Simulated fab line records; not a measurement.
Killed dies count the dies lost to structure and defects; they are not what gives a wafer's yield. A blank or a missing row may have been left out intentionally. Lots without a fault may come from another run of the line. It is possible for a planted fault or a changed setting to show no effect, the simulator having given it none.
Comparing a struck lot with a sound one    flow sfq-line    24 steps out of a route of 325
Sound: these wafers, L815.1, L815.2, L815.4. The struck wafers were L828.3, L828.4, L828.6. The cause is named last.
Per side, at each step with rows, come the tool, then ch with its chambers, and then its first start. Under that, the readings that differ: sound wafers    struck wafers    difference of the means    sigmas: that difference in standard deviations of wafers without a fault.
alike: readings with means less than 2 such deviations apart, plus words and numbers identical on both sides. not compared: withheld readings, readings lacking a value on some wafer, bounds such as >300 that could conceal the same value, and numbers that have no deviation in the record and whose values overlap.
Wherever a step has rows on one side only, a row that says differs or no value, or a row with sigmas, the two part there. Non-overlapping numbers with no deviation appear without sigmas and do not part them. Lack of a reading on every wafer of one side parts them only where that side has two or more wafers.

first, 2 steps without rows for these wafers: SFQ_TRILAYER_L0_VIA_STRIP_SOLV_CLEAN_018 (cleans in NMP, time 600 s); SFQ_TRILAYER_M0_DEP_PRE_CLEAN_020 (time 15 s).
SFQ_TRILAYER_M0_DEP_SPUTTER_019: material Nb, target thk 200 nm, time 133.3 s.
  sound on pvd-sputter-05, day 9 12:43; struck on pvd-sputter-04, day 12 15:29
  alike: throttle-valve-pct
SFQ_M0_RS_MEAS_904: measures by four-point-probe.
  sound on film-metro-01, day 9 12:48; struck on film-metro-01, day 12 15:37
reading            sound              struck             difference  sigmas
M0_NB_RS (ohm/sq)  0.878 0.876 0.880  0.900 0.908 0.903  +0.026      +3
then, 6 steps without rows for these wafers: SFQ_TRILAYER_M0_LITHO_COAT_026 (resist thk 62 nm); SFQ_TRILAYER_M0_LITHO_COAT_021 (resist thk 600 nm); SFQ_TRILAYER_M0_LITHO_SOFTBAKE_025; SFQ_TRILAYER_M0_LITHO_EXPOSE_022 (exposes mask M0, target cd 500 nm); SFQ_TRILAYER_M0_LITHO_PEB_024 (peb time 60 s); SFQ_TRILAYER_M0_LITHO_DEVELOP_023 (time 60 s).
-- the record jumps here: 5 days lie between the struck wafers' starts before and after --
SFQ_M0_OVL_MEAS_906:
  sound on overlay-02, day 14 09:53; struck on overlay-02, day 17 18:02
  alike: M0_OVL
SFQ_TRILAYER_M0_BARC_OPEN_METAL_ETCH_031: etches BARC in O2, target depth 125 nm, time 41.7 s.
  sound on rie-metal-04 ch 0,1, day 14 09:55; struck on rie-metal-04 ch 0,1, day 17 18:05
  no value came back on the struck wafers for bias-w (W), chamber-pressure-mTorr (mTorr), drypump-motor-current-A (A), oes-product-au (a.u.); on the sound wafers bias-w (W) reads 79.65 79.52 79.86
reading                                              sound              struck             difference  sigmas
model.KrF_of_TRILAYER_M0_LITHO_COAT_021.thk-nm (nm)  521.4 520.4 523.7  573.3 575.6 575.5  +53.0       
  not compared: rf-hours-counter-h
SFQ_TRILAYER_M0_ETCH_METAL_ETCH_024: etches Nb in Cl2/Ar, stops on SiO2, target depth 240 nm, time 120 s.
  sound on rie-metal-04 ch 0,1, day 14 09:59; struck on rie-metal-04 ch 0,1, day 17 18:10
reading                                              sound              struck             difference  sigmas
oes-product-au (a.u.)                                0.901 0.906 0.905  0.380 0.379 0.377  -0.525      -88
model.KrF_of_TRILAYER_M0_LITHO_COAT_021.thk-nm (nm)  377.2 377.1 381.2  429.2 431.2 431.5  +52.1       
  alike: bias-w, chamber-pressure-mTorr, drypump-motor-current-A
  not compared: rf-hours-counter-h
SFQ_TRILAYER_M0_STRIP_STRIP_025: strips in O2.
  sound on rie-metal-04 ch 0,1, day 14 10:07; struck on rie-metal-04 ch 0,1, day 17 18:26
  alike: drypump-motor-current-A, oes-product-au
  not compared: rf-hours-counter-h
then, 1 step without rows for these wafers: SFQ_TRILAYER_M0_STRIP_SOLV_CLEAN_026 (cleans in NMP, time 600 s).
SFQ_TRILAYER_I0_DEP_PECVD_027: deposits SiO2 from SiH4/N2O, time 111.11 s, target thk 500 nm.
  sound on pecvd-02 ch 0,1,2, day 14 10:53; struck on pecvd-03 ch 0,2, day 17 19:01
  alike: heater-power-w, throttle-valve-pct
SFQ_TRILAYER_I0_CMP_CMP_028: polishes SiO2.
  sound on cmp-01 ch 0,1,2, day 14 10:58; struck on cmp-02 ch 0,3, day 17 19:06
  alike: motor-current-A, time-to-endpoint-s
SFQ_I0_BOW_MEAS_907:
  sound on film-metro-01, day 14 13:58; struck on film-metro-04, day 17 22:08
  alike: I0_BOW
SFQ_TRILAYER_I0_METRO_MEASURE_029:
  sound on film-metro-01, day 14 14:05; struck on film-metro-04, day 17 22:37
  alike: thk-nm
then, 3 steps without rows for these wafers: SFQ_TRILAYER_I0_VIA_LITHO_COAT_036 (resist thk 62 nm); SFQ_TRILAYER_I0_VIA_LITHO_COAT_031 (resist thk 650 nm); SFQ_TRILAYER_I0_VIA_LITHO_SOFTBAKE_035.
-- the record jumps here: 6 days lie between the struck wafers' starts before and after --
SFQ_TRILAYER_I0_VIA_LITHO_EXPOSE_032: exposes mask I0, target cd 500 nm.
  struck on krf-scanner-01, day 24 07:12; sound on krf-scanner-01 ch 0, day 20 06:33
  no value came back on the struck wafers for exposure-dose-mJ-cm2, focus-offset-nm (nm); on the sound wafers exposure-dose-mJ-cm2 reads 21.512 21.524 21.502
  alike: mask
then, 1 step without rows for these wafers: SFQ_TRILAYER_I0_VIA_LITHO_PEB_034 (peb time 60 s).

## WHERE THEY PART
At SFQ_M0_RS_MEAS_904 first; at SFQ_TRILAYER_I0_VIA_LITHO_EXPOSE_032 last (within this record only).

WHY: whatever the simulator had introduced
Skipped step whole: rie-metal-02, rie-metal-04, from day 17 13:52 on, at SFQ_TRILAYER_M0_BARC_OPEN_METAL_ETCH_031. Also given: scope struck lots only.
